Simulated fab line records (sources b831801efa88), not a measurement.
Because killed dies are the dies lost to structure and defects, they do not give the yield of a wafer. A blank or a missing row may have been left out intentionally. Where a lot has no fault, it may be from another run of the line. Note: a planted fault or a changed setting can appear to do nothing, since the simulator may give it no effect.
Struck lot and sound lot, side by side :: flow sky130 :: 15 out of 708 route steps
Sound: the wafers L200.3, L200.5, L200.6. Struck: wafer L208.3 (left out: L208.1, a lot-mate that was not struck); the cause follows at the end.
Each step with rows lists, per side, the tool, then ch with its chambers, then its first start. Under that, the readings that differ: sound wafers :: struck wafers :: difference of the means :: sigmas: that difference in standard deviations of wafers without a fault.
alike: readings whose means differ by less than 2 such deviations, and words and numbers that are the same on both sides. not compared: withheld readings, readings that some wafer has no value for, bounds like >300 that may hide the same value, and numbers for which the record gives no deviation and whose values overlap.
A row with sigmas, a row that says differs or no value, or rows on one side alone: a step with any of these is where the two part. Numbers that have no deviation but don't overlap get no sigmas and don't part them. Lack of a reading on every wafer of one side parts them only where that side has two or more wafers.

SKY_METAL2_STRIP_20: strips in O2/N2.
  sound on plasma asher-03 ch 0,1, day 37 03:49; struck on plasma asher-02 ch 1, day 39 13:23
  alike: drypump motor current A, oes product au, strip time to endpoint s
  not compared: rf hours counter h
then, 4 steps without rows for these wafers: SKY_METAL2_STRIP_21 (strips in post etch residue remover, time 1200 s); SKY_METAL2_CLEAN_22 (cleans in IPA, time 180 s); SKY_METAL2_CLEAN_23 (cleans in O3/DIW); SKY_VIA2_HDPCVD_00 (deposits SiO2, target thk 1180 nm, time 196.7 s).
SKY_VIA2_THK_MEAS_01:
  sound on film metro-04 at day 37 04:31; struck on film metro-04 at day 39 14:06
  alike: VIA2_HDPCVD_THK
SKY_VIA2_CMP_02: polishes SiO2.
  sound on cmp-01 ch 0,3, day 37 04:34; struck on cmp-01 ch 1, day 39 14:16
  alike: motor current A
SKY_VIA2_BOW_MEAS_03:
  sound on film metro-01 at day 37 04:54; struck on film metro-01 at day 39 14:28
  alike: VIA2_BOW
then, 4 steps without rows for these wafers: SKY_VIA2_DEHYDRATE_04 (time 60 s); SKY_VIA2_HMDS_05 (prime time 60 s); SKY_VIA2_COAT_06 (resist thk 60 nm); SKY_VIA2_COAT_07 (resist thk 450 nm).
SKY_VIA2_SOFTBAKE_08: time 90 s.
  sound on litho track-03 ch 0, day 37 18:00; struck on litho track-03 ch 0, day 40 02:00
reading: heater power total W (W)
sound: 57.46 57.28 57.55
struck: 58.64
difference: +1.21
sigmas: +11

reading: run length s (s)
sound: 119.44 119.40 119.20
struck: 114.74
difference: -4.61
sigmas: -35
then, 1 step without rows for these wafers: SKY_VIA2_EXPOSE_09 (exposes mask VIM2, target cd 200 nm).
-- the record jumps here: 9 days lie between the struck wafers' starts before and after (it left off in module VIA2 and takes up again in module PAD_OPEN, whose first step shown is number 708 of the route) --
SKY_PAD_OPEN_PROBE_99:
  sound on prober-01 at day 47 07:40; struck on prober-01 at day 49 03:53
reading: sort_bin_3_pad_short (%)
sound: 1.8 0.4 1.0
struck: 0.2
difference: -0.9
sigmas: -2
  alike: defect limited yield, killed_at_M0_to_M3, killed_at_M4_up, killed at contacts, killed at front end, killed at other, killed dies, killed open, killed short, sort_bin_5_function, sort_bin_6_memory, sort n pass, sort yield pct

## WHERE THEY PART
At SKY_VIA2_SOFTBAKE_08 first; at SKY_PAD_OPEN_PROBE_99 last (within this record only).

WHY: whatever the simulator had introduced
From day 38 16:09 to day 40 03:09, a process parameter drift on litho track-03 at SKY_VIA2_SOFTBAKE_08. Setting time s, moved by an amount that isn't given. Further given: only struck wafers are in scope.
